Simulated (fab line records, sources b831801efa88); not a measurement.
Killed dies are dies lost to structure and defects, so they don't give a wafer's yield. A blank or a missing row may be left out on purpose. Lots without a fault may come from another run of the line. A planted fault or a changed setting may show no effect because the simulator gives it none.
Which tool did it? | flow sky130 | 12 lots, 35 wafers sampled, at 2 steps of a route of 708

WHAT THE GAUGES READ, wafer by wafer
SKY_VIA1_CD_MEAS_12: target cd 150 nm.
lot  | measured     | on        | cd_nm (nm)
L404 | day 33 23:32 | cd_sem-01 | 148.5 147.0 148.2
L405 | day 34 02:50 | cd_sem-01 | 151.6 150.0 151.4
L406 | day 34 10:29 | cd_sem-01 | 147.3 149.2 148.3
L407 | day 34 20:53 | cd_sem-02 | 151.5 150.6 149.5
L408 | day 35 05:08 | cd_sem-02 | 152.0 150.4 150.5
L415 | day 37 11:45 | cd_sem-02 | 52.3 151.5
L416 | day 37 19:44 | cd_sem-02 | 150.3 150.4 51.8
L418 | day 38 04:16 | cd_sem-01 | 150.6 151.2 148.4
L424 | day 39 23:30 | cd_sem-01 | 154.4 153.7 154.2
L425 | day 40 11:58 | cd_sem-01 | 146.9 148.3 145.7
L426 | day 40 14:19 | cd_sem-02 | 148.9 150.5 150.4
L427 | day 42 00:05 | cd_sem-02 | 152.4 152.1 153.5

WHICH TOOL RAN EACH LOT (tool, then ch and the chambers of the sampled wafers, then the start)
lot  | SKY_VIA1_EXPOSE_09
L404 | krf_scanner-01 ch 0, day 33 11:01
L405 | krf_scanner-02 ch 0, day 33 14:43
L406 | krf_scanner-01 ch 0, day 33 22:04
L407 | krf_scanner-01 ch 0, day 34 07:11
L408 | krf_scanner-01 ch 0, day 34 16:11
L415 | krf_scanner-02 ch 0, day 36 23:08
L416 | krf_scanner-02 ch 0, day 37 07:31
L418 | krf_scanner-01 ch 0, day 37 15:12
L424 | krf_scanner-02 ch 0, day 39 11:13
L425 | krf_scanner-01 ch 0, day 40 00:48
L426 | krf_scanner-01 ch 0, day 40 02:21
L427 | krf_scanner-02 ch 0, day 41 13:10
- SKY_VIA1_EXPOSE_09: exposes mask VIM, target cd 150 nm.

WHAT THE TOOLS THEMSELVES READ (means of the sampled wafers that have a number; where no wafer has one, the mark that the record gives instead)
The record holds no such reading with a usual standard deviation.

THE ANSWER, worked out from the rows above alone
Rule: what is usual is taken from the lots themselves. Put in order of their means at a reading, lots are off if they are a third of the lots or fewer, leave a main group of 4 or more, and stand apart from it by a gap of 3 or more times the standard deviation of the main group's means; of several such gaps the widest counts. A main group whose means are all the same, to the digits that the tables above print for the reading, isn't used. A lot without any number at a reading at which 4 lots or more have one is off too. The other lots that the step has rows for count as sound. The gauges are gone through in route order, then the tools' own readings, and for those a lot's mean is taken as printed above. The first step at which some lot is off is used, and at that step the reading that is off furthest; a lot without a number counts as furthest.
Off: L415, L416, at SKY_VIA1_CD_MEAS_12 (cd_nm). The main group: mean 150.2 nm, standard deviation 2.1.
A tool fits if, at a process step before that reading, it ran every lot that is off, and no sound lot after the first of them. The gauges at SKY_VIA1_CD_MEAS_12 are tried like those tools. None of those tried fits.

WHAT THE SIMULATOR HAD PUT IN
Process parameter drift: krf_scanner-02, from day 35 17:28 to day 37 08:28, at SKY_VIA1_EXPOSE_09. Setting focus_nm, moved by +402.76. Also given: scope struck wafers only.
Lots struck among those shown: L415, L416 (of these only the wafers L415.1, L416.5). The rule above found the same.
